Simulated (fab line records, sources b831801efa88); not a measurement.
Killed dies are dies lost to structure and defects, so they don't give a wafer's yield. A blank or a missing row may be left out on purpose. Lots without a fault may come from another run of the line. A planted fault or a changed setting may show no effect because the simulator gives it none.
A struck lot beside a sound one | flow sky130 | 21 steps out of a route of 708
Sound: wafers L900.1, L900.3, L900.4. Struck: wafers L905.2, L905.4, L905.5. The cause comes at the end.
At each step with rows: each side's tool, then ch and its chambers, then its first start. Under that, the readings that differ: sound wafers | struck wafers | difference of the means | sigmas: that difference in standard deviations of wafers without a fault.
alike: readings whose means differ by less than 2 such deviations, and words and numbers that are the same on both sides. not compared: withheld readings, readings that some wafer has no value for, bounds like >300 that may hide the same value, and numbers for which the record gives no deviation and whose values overlap.
The two part at a step that has a row with sigmas, a row that says differs or no value, or rows on one side only. Numbers that don't overlap but have no deviation are shown without sigmas and don't part them. A reading that every wafer of one side lacks parts them only if that side has two wafers or more.

first, 1 step without rows for these wafers: SKY_NWELL_IMPLANT_24.
SKY_NWELL_STRIP_25: strips in O2/N2.
  sound on plasma_asher-02 ch 0,1, day 5 09:32; struck on plasma_asher-03 ch 0,1, day 6 12:22
  alike: drypump_motor_current_A, oes_product_au, strip_time_to_endpoint_s
  not compared: rf_hours_counter_h
SKY_NWELL_TW_MEAS_26:
  sound on film_metro-02, day 5 09:38; struck on film_metro-02, day 6 12:28
  alike: NWELL_2_TW
then, 1 step without rows for these wafers: SKY_NWELL_CLEAN_27 (cleans in SC1/SC2, time 150 s).
SKY_NWELL_RTA_28: time 30 s.
  sound on rtp_anneal-02 ch 0, day 5 09:44; struck on rtp_anneal-02 ch 0, day 6 12:35
  alike: lamp_power_pct, wafer_temp_C_max
SKY_NWELL_RS_MEAS_29: measures by four-point-probe.
  sound on film_metro-02, day 5 09:50; struck on film_metro-04, day 6 12:41
  alike: NWELL_RS
SKY_NWELL_RS_MEAS_31: measures by four-point-probe.
  sound on film_metro-02, day 5 10:05; struck on film_metro-04, day 6 12:56
  alike: PWDE_RS
then, 4 steps without rows for these wafers: SKY_VT_ADJUST_HVTP_DEHYDRATE_00 (time 60 s); SKY_VT_ADJUST_HVTP_HMDS_01 (prime time 60 s); SKY_VT_ADJUST_HVTP_COAT_02 (resist thk 1140 nm); SKY_VT_ADJUST_HVTP_SOFTBAKE_03 (time 60 s).
SKY_VT_ADJUST_HVTP_EXPOSE_04: exposes mask HVTPM, target cd 380 nm.
  sound on iline_stepper-02 ch 0, day 5 18:07; struck on iline_stepper-01 ch 0, day 6 22:45
  reading | sound                   | struck                                             | difference | sigmas
  mask    | HVTPM#0 HVTPM#0 HVTPM#0 | NWM_COMPLEMENT#0 NWM_COMPLEMENT#0 NWM_COMPLEMENT#0 | differs    |
then, 2 steps without rows for these wafers: SKY_VT_ADJUST_HVTP_PEB_05; SKY_VT_ADJUST_HVTP_DEVELOP_06 (develop time 60 s).
SKY_VT_ADJUST_HVTP_CD_MEAS_07: target cd 380 nm.
  sound on cd_sem-01, day 6 02:56; struck on cd_sem-01, day 7 08:11
  reading    | sound             | struck | difference                    | sigmas
  cd_nm (nm) | 377.4 380.2 379.5 | - - -  | no value on the struck wafers |
SKY_VT_ADJUST_HVTP_OVL_MEAS_08:
  sound on overlay-02, day 6 03:04; struck on overlay-02, day 7 08:19
  reading                 | sound          | struck | difference                    | sigmas
  VT_ADJUST_HVTP_OVL (nm) | -1.9 -2.9 -0.3 | - - -  | no value on the struck wafers |
then, 1 step without rows for these wafers: SKY_VT_ADJUST_HVTP_IMPLANT_09.
SKY_VT_ADJUST_HVTP_STRIP_10: strips in O2/N2.
  sound on plasma_asher-04 ch 0,1, day 6 03:15; struck on plasma_asher-04 ch 0,1, day 7 08:29
  alike: drypump_motor_current_A, oes_product_au, strip_time_to_endpoint_s
  not compared: rf_hours_counter_h
SKY_VT_ADJUST_HVTP_TW_MEAS_11:
  sound on film_metro-01, day 6 03:21; struck on film_metro-02, day 7 08:36
  reading           | sound          | struck   | difference | sigmas
  VT_ADJUST_HVTP_TW | 1362 1372 1377 | 31 30 31 | -1340      | -99 or more
then, 1 step without rows for these wafers: SKY_VT_ADJUST_LVTN_DEHYDRATE_00 (time 60 s).
-- the record jumps here: 40 days lie between the struck wafers' starts before and after (it left off in module VT_ADJUST_LVTN and takes up again in module PAD_OPEN, whose first step shown is number 708 of the route) --
SKY_PAD_OPEN_PROBE_99:
  sound on prober-01, day 45 20:16; struck on prober-01, day 47 04:42
  reading             | sound    | struck      | difference | sigmas
  killed_at_front_end | 17 13 9  | 419 418 422 | +407       | +97
  killed_dies         | 74 97 76 | 492 492 492 | +410       | +44
  killed_on_rim       | 18 17 15 | 96 96 96    | +79        | +20
  alike: killed_at_M0_to_M3, killed_at_M4_up, killed_at_contacts, killed_at_other, killed_open, killed_short

WHERE THEY PART
First at SKY_VT_ADJUST_HVTP_EXPOSE_04; last, within this record, at SKY_PAD_OPEN_PROBE_99.

WHY: what the simulator had put in
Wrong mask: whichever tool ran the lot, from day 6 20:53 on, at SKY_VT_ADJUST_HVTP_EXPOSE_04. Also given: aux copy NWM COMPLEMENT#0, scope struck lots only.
